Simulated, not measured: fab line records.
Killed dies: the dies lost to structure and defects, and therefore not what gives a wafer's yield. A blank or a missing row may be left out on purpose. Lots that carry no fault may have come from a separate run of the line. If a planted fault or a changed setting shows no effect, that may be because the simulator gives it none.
Matching of chambers | flow gf180mcu | 4 sister chambers for GF_V1_CMP_26 on cmp-02
The step polishes, stops on SiO2, t overpolish 15 s, target thk 0 nm. 24 wafers are shown with their chamber, then 12 later ones without.

EACH WAFER AND ITS CHAMBER
wafer  | chamber | motor-current-A (A) | time-to-endpoint-s (s) | overpolish-run-s (s)
L075.2 | 3       | 12.2                | 83                     | 15.001
L075.3 | 2       | 12.5                | 84                     | 15.006
L075.5 | 2       | 12.4                | 90                     | 15.006
L076.1 | 3       | 12.8                | 87                     | 15.012
L076.2 | 0       | 11.2                | 88                     | 15.005
L076.6 | 2       | 12.5                | 88                     | 14.998
L077.1 | 0       | 10.8                | 86                     | 14.996
L077.2 | 2       | 12.6                | 89                     | 14.997
L077.3 | 3       | 11.4                | 87                     | 15.011
L079.2 | 1       | 12.0                | 90                     | 15.014
L079.3 | 3       | 12.6                | 85                     | 14.994
L079.6 | 0       | 10.8                | 89                     | 14.999
L082.3 | 3       | 12.2                | 90                     | 15.002
L082.4 | 2       | 12.3                | 89                     | 15.004
L082.5 | 2       | 12.1                | 93                     | 15.008
L083.1 | 3       | 11.6                | 84                     | 15.009
L083.3 | 0       | 10.9                | 88                     | 15.019
L083.6 | 3       | 12.2                | 88                     | 15.010
L086.1 | 0       | 11.0                | 90                     | 14.995
L086.3 | 3       | 12.6                | 92                     | 14.998
L086.6 | 1       | 12.0                | 89                     | 15.000
L087.3 | 3       | 13.0                | 91                     | 14.992
L087.4 | 0       | 10.8                | 86                     | 15.005
L087.5 | 3       | 11.9                | 90                     | 15.000

SIGNATURES (averages over the wafers above)
reading            | chamber 0 | chamber 1 | chamber 2 | chamber 3 | scatter within a chamber
motor-current-A    | 10.917    | 12.000    | 12.400    | 12.250    | 0.366
time-to-endpoint-s | 87.83     | 89.50     | 88.83     | 87.70     | 2.65
overpolish-run-s   | 15.00317  | 15.00700  | 15.00317  | 15.00290  | 0.0073
Rule: distance of a wafer from a chamber = root of the sum over the readings of ((wafer's reading minus chamber's mean) / reading's scatter) squared. The wafer belongs to the nearest chamber; if the next one is less than 2 further off, it can't be placed. The scatter: the root of (the sum of the squares of (reading less its chamber's mean) over the shown wafers, divided by (wafers less chambers)).

WAFERS WHOSE CHAMBER IS MISSING
wafer  | motor-current-A (A) | time-to-endpoint-s (s) | overpolish-run-s (s)
L089.1 | 11.8                | 89                     | 15.007
L089.2 | 11.2                | 88                     | 14.982
L089.3 | 10.7                | 89                     | 14.992
L092.2 | 12.7                | 89                     | 14.985
L092.5 | 12.3                | 85                     | 15.019
L092.6 | 12.8                | 83                     | 14.996
L094.2 | 13.0                | 88                     | 14.998
L094.3 | 12.0                | 87                     | 15.017
L094.4 | 12.2                | 85                     | 14.994
L096.3 | 13.1                | 88                     | 14.982
L096.5 | 11.1                | 88                     | 14.986
L096.6 | 13.2                | 84                     | 14.977

CHAMBER TAKEN BY EACH
wafer  | from the rows above               | in truth
L089.1 | can't be placed: 1 or 3 or 2 or 0 | 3
L089.2 | can't be placed: 0 or 3 or 1 or 2 | 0
L089.3 | 0                                 | 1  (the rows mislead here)
L092.2 | can't be placed: 2 or 3 or 1      | 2
L092.5 | can't be placed: 3 or 1 or 2      | 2
L092.6 | can't be placed: 3 or 2 or 1      | 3
L094.2 | can't be placed: 2 or 3 or 1      | 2
L094.3 | can't be placed: 1 or 3 or 2 or 0 | 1
L094.4 | can't be placed: 3 or 2 or 1      | 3
L096.3 | can't be placed: 2 or 3 or 1      | 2
L096.5 | can't be placed: 0 or 1 or 3 or 2 | 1
L096.6 | can't be placed: 2 or 3 or 1      | 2
0 of 12 placed correctly. Can't be placed from these rows: 11 (the true chamber is among the candidates in 11). 1 placed wrongly.
